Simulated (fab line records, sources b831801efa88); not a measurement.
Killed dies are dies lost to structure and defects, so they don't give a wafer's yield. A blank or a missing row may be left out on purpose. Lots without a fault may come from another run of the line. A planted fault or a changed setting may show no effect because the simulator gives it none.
Which tool did it? | flow sky130 | 14 lots, 42 wafers sampled, at 3 steps of a route of 708

WHAT THE GAUGES READ, wafer by wafer
SKY_VT_ADJUST_HVTR_TW_MEAS_11.
lot  | measured     | on            | VT_ADJUST_HVTR_TW
L490 | day 9 21:47  | film_metro-03 | 209.2 209.5 209.7
L491 | day 10 02:49 | film_metro-03 | 210.0 210.0 210.2
L494 | day 11 05:02 | film_metro-01 | 215.9 216.9 215.8
L495 | day 11 13:44 | film_metro-02 | 212.3 212.6 212.2
L496 | day 11 17:53 | film_metro-03 | 209.8 209.8 209.0
L497 | day 11 22:17 | film_metro-03 | 210.1 209.5 208.5
L498 | day 12 07:10 | film_metro-02 | 210.3 210.7 211.6
L501 | day 13 10:48 | film_metro-03 | 210.1 209.8 208.3
L503 | day 14 02:38 | film_metro-02 | 211.7 210.9 211.9
L504 | day 14 03:16 | film_metro-01 | 213.5 213.8 214.2
L507 | day 14 20:07 | film_metro-02 | 211.4 212.1 210.5
L509 | day 15 11:32 | film_metro-01 | 214.5 213.2 216.1
L511 | day 16 01:47 | film_metro-01 | 215.8 213.5 215.5
L512 | day 16 11:38 | film_metro-02 | 211.3 211.7 209.9

SKY_VT_ADJUST_PCH_TW_MEAS_10.
lot  | measured     | on            | VT_ADJUST_PCH_TW
L490 | day 10 20:43 | film_metro-01 | 145.7 146.5 145.8
L491 | day 11 02:04 | film_metro-01 | 146.5 145.9 146.4
L494 | day 12 04:44 | film_metro-04 | 142.7 142.7 143.2
L495 | day 12 13:55 | film_metro-01 | 145.3 145.3 145.9
L496 | day 12 17:19 | film_metro-02 | 142.8 143.2 142.7
L497 | day 12 22:17 | film_metro-02 | 142.7 142.7 144.1
L498 | day 13 07:55 | film_metro-02 | 143.7 142.3 143.3
L501 | day 14 11:02 | film_metro-04 | 143.2 143.3 142.8
L503 | day 15 03:30 | film_metro-04 | 141.9 142.2 142.0
L504 | day 15 04:30 | film_metro-02 | 143.1 143.3 143.7
L507 | day 15 22:40 | film_metro-01 | 146.2 147.1 146.2
L509 | day 16 15:01 | film_metro-04 | 141.6 141.6 141.9
L511 | day 17 04:51 | film_metro-02 | 144.3 143.8 144.7
L512 | day 17 15:09 | film_metro-01 | 146.5 146.2 147.5

SKY_LDD_N_OVL_MEAS_07.
lot  | measured     | on         | LDD_N_OVL (nm)
L490 | day 18 04:46 | overlay-02 | -0.4 -1.2 -0.5
L491 | day 19 01:07 | overlay-01 | -0.2 -1.0 -0.2
L494 | day 20 02:46 | overlay-02 | -2.1 -2.7 -2.5
L495 | day 20 12:23 | overlay-02 | 1.0 2.1 1.9
L496 | day 20 10:31 | overlay-02 | -2.0 -1.8 -1.2
L497 | day 20 21:11 | overlay-02 | -1.7 -0.1 -0.9
L498 | day 21 06:55 | overlay-02 | -1.4 -0.1 -1.0
L501 | day 22 06:34 | overlay-02 | 0.0 -0.8 -1.1
L503 | day 23 08:16 | overlay-02 | -1.2 -0.8 -0.7
L504 | day 23 09:34 | overlay-01 | -1.2 -0.8 -0.8
L507 | day 24 01:17 | overlay-01 | 1.2 2.0 -0.1
L509 | day 24 19:35 | overlay-02 | -0.7 1.7 -0.1
L511 | day 25 04:10 | overlay-02 | -1.0 -1.5 -0.6
L512 | day 25 16:19 | overlay-02 | 0.5 0.3 0.2

WHICH TOOL RAN EACH LOT (tool, then ch and the chambers of the sampled wafers, then the start)
The record holds no process step before these readings.

WHAT THE TOOLS THEMSELVES READ (means of the sampled wafers that have a number; where no wafer has one, the mark that the record gives instead)
The record holds no such reading with a usual standard deviation.

THE ANSWER, worked out from the rows above alone
Rule: what is usual is taken from the lots themselves. Put in order of their means at a reading, lots are off if they are a third of the lots or fewer, leave a main group of 4 or more, and stand apart from it by a gap of 3 or more times the standard deviation of the main group's means; of several such gaps the widest counts. A main group whose means are all the same, to the digits that the tables above print for the reading, isn't used. A lot without any number at a reading at which 4 lots or more have one is off too. The other lots that the step has rows for count as sound. The gauges are gone through in route order, then the tools' own readings, and for those a lot's mean is taken as printed above. The first step at which some lot is off is used, and at that step the reading that is off furthest; a lot without a number counts as furthest.
No lot is off at any reading shown: from this, nothing can be told.

WHAT THE SIMULATOR HAD PUT IN
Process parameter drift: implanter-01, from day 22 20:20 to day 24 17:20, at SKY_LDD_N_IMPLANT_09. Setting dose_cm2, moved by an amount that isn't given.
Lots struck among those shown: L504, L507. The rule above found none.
